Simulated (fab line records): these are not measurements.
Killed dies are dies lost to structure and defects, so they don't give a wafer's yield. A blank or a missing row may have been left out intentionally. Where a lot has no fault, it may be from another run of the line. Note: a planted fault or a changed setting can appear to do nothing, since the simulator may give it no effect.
Which tool did it? || flow gf180mcu || Sampling: 24 lots, 72 wafers, 4 of 602 route steps

== WHAT THE GAUGES SHOWED, per wafer ==
GF_M4_THK_MEAS_06: measures by xrf. Usual: M4_ALCU_THK typically reads 448 nm, with standard deviation 6.5.
{"lot": "L074", "measured": "day 22 09:59", "on": "film-metro-03", "M4_ALCU_THK (nm)": "452 453 458", "flag": ""}
{"lot": "L075", "measured": "day 22 16:02", "on": "film-metro-01", "M4_ALCU_THK (nm)": "451 449 455", "flag": ""}
{"lot": "L076", "measured": "day 23 05:49", "on": "film-metro-01", "M4_ALCU_THK (nm)": "454 456 458", "flag": ""}
{"lot": "L077", "measured": "day 23 13:07", "on": "film-metro-03", "M4_ALCU_THK (nm)": "453 450 450", "flag": ""}
{"lot": "L078", "measured": "day 23 20:42", "on": "film-metro-03", "M4_ALCU_THK (nm)": "456 457 456", "flag": ""}
{"lot": "L079", "measured": "day 24 14:30", "on": "film-metro-03", "M4_ALCU_THK (nm)": "448 435 440", "flag": ""}
{"lot": "L080", "measured": "day 24 21:13", "on": "film-metro-01", "M4_ALCU_THK (nm)": "447 446 445", "flag": ""}
{"lot": "L081", "measured": "day 24 23:07", "on": "film-metro-03", "M4_ALCU_THK (nm)": "445 449 450", "flag": ""}
{"lot": "L082", "measured": "day 25 09:46", "on": "film-metro-03", "M4_ALCU_THK (nm)": "450 442 445", "flag": ""}
{"lot": "L083", "measured": "day 25 13:47", "on": "film-metro-03", "M4_ALCU_THK (nm)": "445 440 445", "flag": ""}
{"lot": "L084", "measured": "day 26 00:29", "on": "film-metro-04", "M4_ALCU_THK (nm)": "440 441 444", "flag": ""}
{"lot": "L085", "measured": "day 26 05:11", "on": "film-metro-04", "M4_ALCU_THK (nm)": "455 452 459", "flag": ""}
{"lot": "L086", "measured": "day 26 10:32", "on": "film-metro-04", "M4_ALCU_THK (nm)": "447 446 444", "flag": ""}
{"lot": "L087", "measured": "day 27 03:51", "on": "film-metro-03", "M4_ALCU_THK (nm)": "442 445 430", "flag": ""}
{"lot": "L088", "measured": "day 27 06:58", "on": "film-metro-01", "M4_ALCU_THK (nm)": "442 451 444", "flag": ""}
{"lot": "L089", "measured": "day 27 13:09", "on": "film-metro-04", "M4_ALCU_THK (nm)": "440 440 443", "flag": ""}
{"lot": "L090", "measured": "day 27 17:31", "on": "film-metro-03", "M4_ALCU_THK (nm)": "440 437 441", "flag": ""}
{"lot": "L091", "measured": "day 28 04:05", "on": "film-metro-03", "M4_ALCU_THK (nm)": "448 449 444", "flag": ""}
{"lot": "L092", "measured": "day 28 15:47", "on": "film-metro-03", "M4_ALCU_THK (nm)": "455 455 448", "flag": ""}
{"lot": "L093", "measured": "day 28 23:09", "on": "film-metro-03", "M4_ALCU_THK (nm)": "450 452 446", "flag": ""}
{"lot": "L094", "measured": "day 29 04:43", "on": "film-metro-04", "M4_ALCU_THK (nm)": "454 455 456", "flag": ""}
{"lot": "L095", "measured": "day 29 08:08", "on": "film-metro-04", "M4_ALCU_THK (nm)": "438 446 452", "flag": ""}
{"lot": "L097", "measured": "day 29 20:55", "on": "film-metro-04", "M4_ALCU_THK (nm)": "443 444 431", "flag": ""}
{"lot": "L096", "measured": "day 29 23:34", "on": "film-metro-03", "M4_ALCU_THK (nm)": "449 460 447", "flag": ""}

GF_V5_BOW_MEAS_05. Usual: V5_BOW typically reads 136 um, with standard deviation 9.7.
{"lot": "L074", "measured": "day 26 06:49", "on": "film-metro-01", "V5_BOW (um)": "141 142 138", "flag": ""}
{"lot": "L075", "measured": "day 26 12:48", "on": "film-metro-03", "V5_BOW (um)": "130 135 132", "flag": ""}
{"lot": "L076", "measured": "day 27 00:56", "on": "film-metro-03", "V5_BOW (um)": "128 117 129", "flag": ""}
{"lot": "L077", "measured": "day 27 07:58", "on": "film-metro-03", "V5_BOW (um)": "144 147 149", "flag": ""}
{"lot": "L078", "measured": "day 27 14:23", "on": "film-metro-01", "V5_BOW (um)": "141 138 140", "flag": ""}
{"lot": "L079", "measured": "day 28 07:08", "on": "film-metro-03", "V5_BOW (um)": "132 138 135", "flag": ""}
{"lot": "L080", "measured": "day 28 12:06", "on": "film-metro-01", "V5_BOW (um)": "155 157 153", "flag": ""}
{"lot": "L081", "measured": "day 28 13:47", "on": "film-metro-03", "V5_BOW (um)": "134 135 141", "flag": ""}
{"lot": "L082", "measured": "day 29 00:19", "on": "film-metro-01", "V5_BOW (um)": "142 118 134", "flag": ""}
{"lot": "L083", "measured": "day 29 04:06", "on": "film-metro-03", "V5_BOW (um)": "143 142 141", "flag": ""}
{"lot": "L084", "measured": "day 29 12:59", "on": "film-metro-03", "V5_BOW (um)": "113 123 126", "flag": ""}
{"lot": "L085", "measured": "day 29 16:55", "on": "film-metro-03", "V5_BOW (um)": "117 120 133", "flag": ""}
{"lot": "L086", "measured": "day 29 22:16", "on": "film-metro-02", "V5_BOW (um)": "145 152 141", "flag": ""}
{"lot": "L087", "measured": "day 30 14:30", "on": "film-metro-01", "V5_BOW (um)": "128 133 135", "flag": ""}
{"lot": "L088", "measured": "day 30 16:13", "on": "film-metro-02", "V5_BOW (um)": "158 152 157", "flag": ""}
{"lot": "L089", "measured": "day 30 21:23", "on": "film-metro-03", "V5_BOW (um)": "134 126 140", "flag": ""}
{"lot": "L090", "measured": "day 31 00:35", "on": "film-metro-03", "V5_BOW (um)": "134 132 126", "flag": ""}
{"lot": "L091", "measured": "day 31 11:49", "on": "film-metro-02", "V5_BOW (um)": "134 129 131", "flag": ""}
{"lot": "L092", "measured": "day 31 21:16", "on": "film-metro-03", "V5_BOW (um)": "138 143 134", "flag": ""}
{"lot": "L093", "measured": "day 32 03:12", "on": "film-metro-01", "V5_BOW (um)": "136 145 135", "flag": ""}
{"lot": "L094", "measured": "day 32 09:41", "on": "film-metro-01", "V5_BOW (um)": "129 124 123", "flag": ""}
{"lot": "L095", "measured": "day 32 11:54", "on": "film-metro-01", "V5_BOW (um)": "136 122 132", "flag": ""}
{"lot": "L097", "measured": "day 32 23:58", "on": "film-metro-03", "V5_BOW (um)": "130 143 142", "flag": ""}
{"lot": "L096", "measured": "day 33 01:19", "on": "film-metro-03", "V5_BOW (um)": "132 139 122", "flag": ""}

== WHAT TOOL EACH LOT RAN ON (gives the tool, then ch and the chambers of the sampled wafers, and finally the start) ==
{"lot": "L074", "GF_V3_CVD_02": "pecvd-04 ch 0,1,2, day 21 07:16", "GF_V4_ETCH_17": "rie-diel-04 ch 0,2, day 26 06:49 or earlier"}
{"lot": "L075", "GF_V3_CVD_02": "pecvd-01 ch 0,1,2, day 21 14:32", "GF_V4_ETCH_17": "rie-diel-03 ch 0,1,2, day 26 12:48 or earlier"}
{"lot": "L076", "GF_V3_CVD_02": "pecvd-01 ch 0,1, day 22 04:46", "GF_V4_ETCH_17": "rie-diel-04 ch 0,2,3, day 27 00:56 or earlier"}
{"lot": "L077", "GF_V3_CVD_02": "pecvd-01 ch 0,1,2, day 22 12:07", "GF_V4_ETCH_17": "rie-diel-04 ch 1,2, day 27 07:58 or earlier"}
{"lot": "L078", "GF_V3_CVD_02": "pecvd-03 ch 0,1,2, day 22 19:35", "GF_V4_ETCH_17": "rie-diel-03 ch 1,2, day 27 14:23 or earlier"}
{"lot": "L079", "GF_V3_CVD_02": "pecvd-01 ch 1,2, day 23 13:03", "GF_V4_ETCH_17": "rie-diel-04 ch 0,2,3, day 28 07:08 or earlier"}
{"lot": "L080", "GF_V3_CVD_02": "pecvd-04 ch 0,1, day 23 19:56", "GF_V4_ETCH_17": "rie-diel-02 ch 0,1,3, day 28 12:06 or earlier"}
{"lot": "L081", "GF_V3_CVD_02": "pecvd-01 ch 0,1,2, day 23 23:14", "GF_V4_ETCH_17": "rie-diel-03 ch 2,3, day 28 13:47 or earlier"}
{"lot": "L082", "GF_V3_CVD_02": "pecvd-01 ch 0,1, day 24 10:10", "GF_V4_ETCH_17": "rie-diel-04 ch 0,1, day 29 00:19 or earlier"}
{"lot": "L083", "GF_V3_CVD_02": "pecvd-04 ch 0,1, day 24 13:53", "GF_V4_ETCH_17": "rie-diel-04 ch 0,1,3, day 29 04:06 or earlier"}
{"lot": "L084", "GF_V3_CVD_02": "pecvd-01 ch 1,2, day 25 00:38", "GF_V4_ETCH_17": "rie-diel-03 ch 0,2,3, day 29 12:59 or earlier"}
{"lot": "L085", "GF_V3_CVD_02": "pecvd-04 ch 0,1,2, day 25 06:22", "GF_V4_ETCH_17": "rie-diel-03 ch 1,2, day 29 16:55 or earlier"}
{"lot": "L086", "GF_V3_CVD_02": "pecvd-03 ch 0, day 25 11:29", "GF_V4_ETCH_17": "rie-diel-02 ch 0,1,2, day 29 22:16 or earlier"}
{"lot": "L087", "GF_V3_CVD_02": "pecvd-03 ch 0,1,2, day 26 04:38", "GF_V4_ETCH_17": "rie-diel-02 ch 0,2,3, day 30 14:30 or earlier"}
{"lot": "L088", "GF_V3_CVD_02": "pecvd-01 ch 0,1,2, day 26 07:44", "GF_V4_ETCH_17": "rie-diel-02 ch 0,3, day 30 16:13 or earlier"}
{"lot": "L089", "GF_V3_CVD_02": "pecvd-03 ch 0,2, day 26 14:32", "GF_V4_ETCH_17": "rie-diel-03 ch 0,3, day 30 21:23 or earlier"}
{"lot": "L090", "GF_V3_CVD_02": "pecvd-04 ch 0,2, day 26 18:57", "GF_V4_ETCH_17": "rie-diel-04 ch 1,2,3, day 31 00:35 or earlier"}
{"lot": "L091", "GF_V3_CVD_02": "pecvd-01 ch 0,1,2, day 27 05:15", "GF_V4_ETCH_17": "rie-diel-02 ch 1,2,3, day 31 11:49 or earlier"}
{"lot": "L092", "GF_V3_CVD_02": "pecvd-04 ch 0,1, day 27 18:02", "GF_V4_ETCH_17": "rie-diel-02 ch 1,2,3, day 31 21:16 or earlier"}
{"lot": "L093", "GF_V3_CVD_02": "pecvd-03 ch 1,2, day 28 01:11", "GF_V4_ETCH_17": "rie-diel-03 ch 1,2, day 32 03:12 or earlier"}
{"lot": "L094", "GF_V3_CVD_02": "pecvd-01 ch 0,2, day 28 06:47", "GF_V4_ETCH_17": "rie-diel-03 ch 2,3, day 32 09:41 or earlier"}
{"lot": "L095", "GF_V3_CVD_02": "pecvd-03 ch 0,1,2, day 28 09:46", "GF_V4_ETCH_17": "rie-diel-02 ch 0,2,3, day 32 11:54 or earlier"}
{"lot": "L097", "GF_V3_CVD_02": "pecvd-01 ch 0,1,2, day 29 00:19", "GF_V4_ETCH_17": "rie-diel-04 ch 1,2,3, day 32 23:58 or earlier"}
{"lot": "L096", "GF_V3_CVD_02": "pecvd-01 ch 0,2, day 29 01:56", "GF_V4_ETCH_17": "rie-diel-03 ch 0,1,3, day 33 01:19 or earlier"}
- GF_V3_CVD_02: deposits SiO2 from TEOS, target thk 850 nm, time 94.851 s.
- GF_V4_ETCH_17: etches SiO2 in C4F8/O2/Ar, stops on TiN, target depth 630 nm.

== AS READ BY THE TOOLS THEMSELVES (means over the sampled wafers that have a number; for cases with no such wafer, the mark the record gives instead) ==
GF_V3_CVD_02. Usual: heater-power-w 627 W, standard deviation 94.
{"lot": "L074", "tool": "pecvd-04", "heater-power-w (W)": 701, "flag": ""}
{"lot": "L075", "tool": "pecvd-01", "heater-power-w (W)": 610, "flag": ""}
{"lot": "L076", "tool": "pecvd-01", "heater-power-w (W)": 584, "flag": ""}
{"lot": "L077", "tool": "pecvd-01", "heater-power-w (W)": 593, "flag": ""}
{"lot": "L078", "tool": "pecvd-03", "heater-power-w (W)": 630, "flag": ""}
{"lot": "L079", "tool": "pecvd-01", "heater-power-w (W)": 593, "flag": ""}
{"lot": "L080", "tool": "pecvd-04", "heater-power-w (W)": 651, "flag": ""}
{"lot": "L081", "tool": "pecvd-01", "heater-power-w (W)": 615, "flag": ""}
{"lot": "L082", "tool": "pecvd-01", "heater-power-w (W)": 586, "flag": ""}
{"lot": "L083", "tool": "pecvd-04", "heater-power-w (W)": 704, "flag": ""}
{"lot": "L084", "tool": "pecvd-01", "heater-power-w (W)": 632, "flag": ""}
{"lot": "L085", "tool": "pecvd-04", "heater-power-w (W)": 651, "flag": ""}
{"lot": "L086", "tool": "pecvd-03", "heater-power-w (W)": 476, "flag": ""}
{"lot": "L087", "tool": "pecvd-03", "heater-power-w (W)": 618, "flag": ""}
{"lot": "L088", "tool": "pecvd-01", "heater-power-w (W)": 597, "flag": ""}
{"lot": "L089", "tool": "pecvd-03", "heater-power-w (W)": 629, "flag": ""}
{"lot": "L090", "tool": "pecvd-04", "heater-power-w (W)": 652, "flag": ""}
{"lot": "L091", "tool": "pecvd-01", "heater-power-w (W)": 619, "flag": ""}
{"lot": "L092", "tool": "pecvd-04", "heater-power-w (W)": 714, "flag": ""}
{"lot": "L093", "tool": "pecvd-03", "heater-power-w (W)": 691, "flag": ""}
{"lot": "L094", "tool": "pecvd-01", "heater-power-w (W)": 660, "flag": ""}
{"lot": "L095", "tool": "pecvd-03", "heater-power-w (W)": 635, "flag": ""}
{"lot": "L097", "tool": "pecvd-01", "heater-power-w (W)": 595, "flag": ""}
{"lot": "L096", "tool": "pecvd-01", "heater-power-w (W)": 608, "flag": ""}

GF_V4_ETCH_17. Usual: bias-w 1200 W, standard deviation 3.4; chamber-pressure-mTorr 40.00 mTorr, standard deviation 0.037; oes-product-au 0.855 a.u., standard deviation 0.0042.
{"lot": "L074", "tool": "rie-diel-04", "bias-w (W)": 1198, "chamber-pressure-mTorr (mTorr)": 40.01, "oes-product-au (a.u.)": 0.855, "flag": ""}
{"lot": "L075", "tool": "rie-diel-03", "bias-w (W)": 1201, "chamber-pressure-mTorr (mTorr)": 40.01, "oes-product-au (a.u.)": 0.854, "flag": ""}
{"lot": "L076", "tool": "rie-diel-04", "bias-w (W)": 1199, "chamber-pressure-mTorr (mTorr)": 39.99, "oes-product-au (a.u.)": 0.859, "flag": ""}
{"lot": "L077", "tool": "rie-diel-04", "bias-w (W)": 1201, "chamber-pressure-mTorr (mTorr)": 39.97, "oes-product-au (a.u.)": 0.856, "flag": ""}
{"lot": "L078", "tool": "rie-diel-03", "bias-w (W)": 1197, "chamber-pressure-mTorr (mTorr)": 39.99, "oes-product-au (a.u.)": 0.857, "flag": ""}
{"lot": "L079", "tool": "rie-diel-04", "bias-w (W)": 1200, "chamber-pressure-mTorr (mTorr)": 40.01, "oes-product-au (a.u.)": 0.853, "flag": ""}
{"lot": "L080", "tool": "rie-diel-02", "bias-w (W)": 1200, "chamber-pressure-mTorr (mTorr)": 40.02, "oes-product-au (a.u.)": 0.856, "flag": ""}
{"lot": "L081", "tool": "rie-diel-03", "bias-w (W)": 1200, "chamber-pressure-mTorr (mTorr)": 40.04, "oes-product-au (a.u.)": 0.855, "flag": ""}
{"lot": "L082", "tool": "rie-diel-04", "bias-w (W)": 1199, "chamber-pressure-mTorr (mTorr)": 40.02, "oes-product-au (a.u.)": 0.852, "flag": ""}
{"lot": "L083", "tool": "rie-diel-04", "bias-w (W)": 1203, "chamber-pressure-mTorr (mTorr)": 39.98, "oes-product-au (a.u.)": 0.856, "flag": ""}
{"lot": "L084", "tool": "rie-diel-03", "bias-w (W)": 1199, "chamber-pressure-mTorr (mTorr)": 40.00, "oes-product-au (a.u.)": 0.853, "flag": ""}
{"lot": "L085", "tool": "rie-diel-03", "bias-w (W)": 1200, "chamber-pressure-mTorr (mTorr)": 39.98, "oes-product-au (a.u.)": 0.856, "flag": ""}
{"lot": "L086", "tool": "rie-diel-02", "bias-w (W)": 1201, "chamber-pressure-mTorr (mTorr)": 39.99, "oes-product-au (a.u.)": 0.855, "flag": ""}
{"lot": "L087", "tool": "rie-diel-02", "bias-w (W)": 1201, "chamber-pressure-mTorr (mTorr)": 40.00, "oes-product-au (a.u.)": 0.855, "flag": ""}
{"lot": "L088", "tool": "rie-diel-02", "bias-w (W)": 1202, "chamber-pressure-mTorr (mTorr)": 40.02, "oes-product-au (a.u.)": 0.854, "flag": ""}
{"lot": "L089", "tool": "rie-diel-03", "bias-w (W)": 1200, "chamber-pressure-mTorr (mTorr)": 39.96, "oes-product-au (a.u.)": 0.856, "flag": ""}
{"lot": "L090", "tool": "rie-diel-04", "bias-w (W)": 1204, "chamber-pressure-mTorr (mTorr)": 40.01, "oes-product-au (a.u.)": 0.852, "flag": ""}
{"lot": "L091", "tool": "rie-diel-02", "bias-w (W)": 1200, "chamber-pressure-mTorr (mTorr)": 40.02, "oes-product-au (a.u.)": 0.855, "flag": ""}
{"lot": "L092", "tool": "rie-diel-02", "bias-w (W)": 1199, "chamber-pressure-mTorr (mTorr)": 39.98, "oes-product-au (a.u.)": 0.856, "flag": ""}
{"lot": "L093", "tool": "rie-diel-03", "bias-w (W)": 1202, "chamber-pressure-mTorr (mTorr)": 40.01, "oes-product-au (a.u.)": 0.855, "flag": ""}
{"lot": "L094", "tool": "rie-diel-03", "bias-w (W)": 1198, "chamber-pressure-mTorr (mTorr)": 40.04, "oes-product-au (a.u.)": 0.857, "flag": ""}
{"lot": "L095", "tool": "rie-diel-02", "bias-w (W)": 1199, "chamber-pressure-mTorr (mTorr)": 39.97, "oes-product-au (a.u.)": 0.857, "flag": ""}
{"lot": "L097", "tool": "rie-diel-04", "bias-w (W)": 1199, "chamber-pressure-mTorr (mTorr)": 39.95, "oes-product-au (a.u.)": 0.854, "flag": ""}
{"lot": "L096", "tool": "rie-diel-03", "bias-w (W)": 1198, "chamber-pressure-mTorr (mTorr)": 40.02, "oes-product-au (a.u.)": 0.856, "flag": ""}

== THE ANSWER, worked out from the rows above alone ==
Rule: a lot counts as off when the mean over its wafers that have a number is more than 3 standard deviations away from the usual mean. Also off: a lot with no number at a reading for which 4 or more lots have one. The other lots that the step has rows for count as sound. Order of review: gauges by route order, followed by the tools' own readings, for which a lot's mean as printed above is used. The first step at which some lot is off is used, and at that step the reading that is off furthest; a lot without a number counts as furthest.
No lot is off on any of the readings shown, so nothing can be concluded from this.

== WHAT WAS PUT IN BY THE SIMULATOR ==
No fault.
